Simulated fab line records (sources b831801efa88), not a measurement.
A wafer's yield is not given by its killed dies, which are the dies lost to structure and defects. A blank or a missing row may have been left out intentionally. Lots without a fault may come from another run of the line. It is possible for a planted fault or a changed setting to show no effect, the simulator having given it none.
Struck lot and sound lot, side by side    flow sky130    16 out of 708 route steps
Sound: these wafers, L187.2, L187.5, L187.6. The struck wafers were L202.2, L202.3, L202.4. The cause comes at the end.
Per side, at each step with rows, come the tool, then ch with its chambers, and then its first start. Under that, the readings that differ: sound wafers    struck wafers    difference of the means    sigmas: that difference in standard deviations of wafers without a fault.
alike: words and numbers the same on both sides, and readings whose means are apart by under 2 such deviations; not compared: readings that were withheld, readings missing a value for some wafer, numbers with overlapping values and no deviation given by the record, and bounds like >300 which may hide the same value.
A row with sigmas, a row that says differs or no value, or rows on one side alone: a step with any of these is where the two part. Numbers that don't overlap but have no deviation are shown without sigmas and don't part them. Lack of a reading on every wafer of one side parts them only where that side has two or more wafers.

first, 4 steps without rows for these wafers: SKY_RES_XHIGH_EXPOSE_04 (exposes mask URPM, target cd 1270 nm); SKY_RES_XHIGH_PEB_05; SKY_RES_XHIGH_DEVELOP_06 (develop time 60 s); SKY_RES_XHIGH_IMPLANT_07.
SKY_RES_XHIGH_STRIP_08: strips in O2/N2.
  sound on plasma-asher-01 ch 0,1, day 28 03:13; struck on plasma-asher-01 ch 0,1, day 33 12:29
  alike: drypump-motor-current-A, oes-product-au, strip-time-to-endpoint-s
  not compared: rf-hours-counter-h
SKY_RES_XHIGH_TW_MEAS_09:
  struck on film-metro-03, day 33 12:36; sound on film-metro-02, day 28 03:20
  alike: RES_XHIGH_TW
then, 6 steps without rows for these wafers: SKY_SD_N_DEHYDRATE_00 (time 60 s); SKY_SD_N_HMDS_01 (prime time 60 s); SKY_SD_N_COAT_02 (resist thk 1140 nm); SKY_SD_N_SOFTBAKE_03 (time 60 s); SKY_SD_N_EXPOSE_04 (exposes mask NSDM, target cd 380 nm); SKY_SD_N_PEB_05.
SKY_SD_N_DEVELOP_06: develop time 60 s.
  sound on litho-track-01 ch 0, day 29 07:33; struck on litho-track-01 ch 0, day 34 14:39
reading               sound              struck             difference  sigmas
developer-temp-C (C)  23.03 23.06 22.91  20.60 20.62 20.81  -2.32       -21
SKY_SD_N_CD_MEAS_07: the cd target is 380 nm.
  struck on cd-sem-02, day 34 14:48; sound on cd-sem-01, day 29 07:42
reading     sound              struck             difference  sigmas
cd-nm (nm)  377.9 379.5 378.6  390.0 392.5 391.3  +12.6       +4
SKY_SD_N_OVL_MEAS_08:
  struck on overlay-02, day 34 14:55; sound on overlay-02, day 29 07:49
  alike: SD_N_OVL
SKY_PAD_OPEN_PROBE_99:
  the record holds rows for the sound wafers here (prober-01, day 46 22:50) but none for the struck ones

## WHERE THEY PART
Earliest at SKY_SD_N_DEVELOP_06; latest, in this record, at SKY_PAD_OPEN_PROBE_99.

WHY: the cause the simulator had injected
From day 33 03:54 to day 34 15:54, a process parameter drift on litho-track-01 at SKY_SD_N_DEVELOP_06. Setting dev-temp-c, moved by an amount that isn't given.
